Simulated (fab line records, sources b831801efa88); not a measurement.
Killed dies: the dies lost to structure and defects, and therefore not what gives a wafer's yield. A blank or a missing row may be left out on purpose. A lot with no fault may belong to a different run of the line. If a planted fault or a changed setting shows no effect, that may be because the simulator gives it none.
A struck lot beside a sound one + flow gf180mcu + 26 steps out of a route of 602
Sound: wafers L977.2, L977.4, L977.6. Wafers struck: L974.2, L974.5, L974.6. The cause is named last.
Each step with rows lists, per side, the tool, then ch with its chambers, then its first start. Under that, the readings that differ: sound wafers + struck wafers + difference of the means + sigmas: that difference in standard deviations of wafers without a fault.
alike: readings with means less than 2 such deviations apart, plus words and numbers identical on both sides. not compared: withheld readings, readings lacking a value on some wafer, bounds such as >300 that could conceal the same value, and numbers that have no deviation in the record and whose values overlap.
The two part at a step that has a row with sigmas, a row that says differs or no value, or rows on one side only. When numbers do not overlap yet have no deviation, they are printed without sigmas and do not part them. Lack of a reading on every wafer of one side parts them only where that side has two or more wafers.

GF_NWELL_STRIP_10: strips in O2/N2.
  sound on plasma asher-01 ch 0,1, day 6 10:31; struck on plasma asher-01 ch 0,1, day 5 17:17
  alike: chamber pressure mTorr, drypump motor current A, heater power w, oes product au, strip time to endpoint s
  not compared: rf hours counter h
GF_NWELL_TW_MEAS_11:
  sound on film metro-03, day 6 10:37; struck on film metro-04, day 5 17:23
  alike: NWELL_TW
then, 7 steps without rows for these wafers: GF_LVPWELL_DEHYDRATE_00 (time 60 s); GF_LVPWELL_HMDS_01 (prime time 60 s); GF_LVPWELL_COAT_02 (resist thk 3000 nm); GF_LVPWELL_SOFTBAKE_03; GF_LVPWELL_EXPOSE_04 (exposes mask LVPWELL, target cd 600 nm); GF_LVPWELL_PEB_05; GF_LVPWELL_DEVELOP_06 (develop time 60 s).
GF_LVPWELL_OVL_MEAS_07:
  sound on overlay-02, day 7 01:59; struck on overlay-01, day 6 08:15
  alike: LVPWELL_OVL
then, 2 steps without rows for these wafers: GF_LVPWELL_IMPLANT_08; GF_LVPWELL_IMPLANT_09.
GF_LVPWELL_STRIP_10: strips in O2/N2.
  sound on plasma asher-02 ch 0, day 7 02:19; struck on plasma asher-04 ch 0,1, day 6 08:35
  no value came back on the struck wafers for any of 5 readings (chamber pressure mTorr (mTorr), drypump motor current A (A) and others); on the sound wafers chamber pressure mTorr (mTorr) reads 1500.6 1503.4 1498.3
| reading                                   | sound | struck         | difference | sigmas |
|-------------------------------------------|-------|----------------|------------|--------|
| model.coat_of_LVPWELL_COAT_02.thk nm (nm) | 0 0 0 | 3009 3003 2997 | +3003      |        |
  not compared: rf hours counter h
GF_LVPWELL_TW_MEAS_11:
  sound on film metro-03, day 7 02:25; struck on film metro-04, day 6 08:41
| reading    | sound       | struck      | difference | sigmas |
|------------|-------------|-------------|------------|--------|
| LVPWELL_TW | 556 557 554 | 564 558 565 | +7         | +2     |
then, 7 steps without rows for these wafers: GF_MVSD_DEHYDRATE_00 (time 60 s); GF_MVSD_HMDS_01 (prime time 60 s); GF_MVSD_COAT_02 (resist thk 3000 nm); GF_MVSD_SOFTBAKE_03; GF_MVSD_EXPOSE_04 (exposes mask MVSD, target cd 1000 nm); GF_MVSD_PEB_05; GF_MVSD_DEVELOP_06 (develop time 60 s).
GF_MVSD_OVL_MEAS_07:
  sound on overlay-01, day 7 18:39; struck on overlay-02, day 6 23:55
  alike: MVSD_OVL
then, 2 steps without rows for these wafers: GF_MVSD_IMPLANT_08; GF_MVSD_IMPLANT_09.
GF_MVSD_STRIP_10: strips in O2/N2.
  sound on plasma asher-01 ch 0,1, day 7 19:17; struck on plasma asher-01 ch 0,1, day 7 00:14
| reading                      | sound             | struck            | difference | sigmas      |
|------------------------------|-------------------|-------------------|------------|-------------|
| oes product au (a.u.)        | 0.723 0.732 0.722 | 0.733 0.737 0.748 | +0.014     | +3          |
| strip time to endpoint s (s) | 36.83 36.85 36.76 | 81.34 81.28 81.16 | +44.45     | +99 or more |
  alike: chamber pressure mTorr, drypump motor current A, heater power w
  not compared: rf hours counter h
GF_MVSD_TW_MEAS_11:
  sound on film metro-03, day 7 19:23; struck on film metro-03, day 7 00:37
| reading | sound          | struck   | difference | sigmas      |
|---------|----------------|----------|------------|-------------|
| MVSD_TW | 1567 1569 1566 | 30 30 30 | -1537      | -99 or more |
  not compared: hold

WHERE THEY PART
Earliest at GF_LVPWELL_STRIP_10; latest, in this record, at GF_MVSD_TW_MEAS_11.

WHY: whatever the simulator had introduced
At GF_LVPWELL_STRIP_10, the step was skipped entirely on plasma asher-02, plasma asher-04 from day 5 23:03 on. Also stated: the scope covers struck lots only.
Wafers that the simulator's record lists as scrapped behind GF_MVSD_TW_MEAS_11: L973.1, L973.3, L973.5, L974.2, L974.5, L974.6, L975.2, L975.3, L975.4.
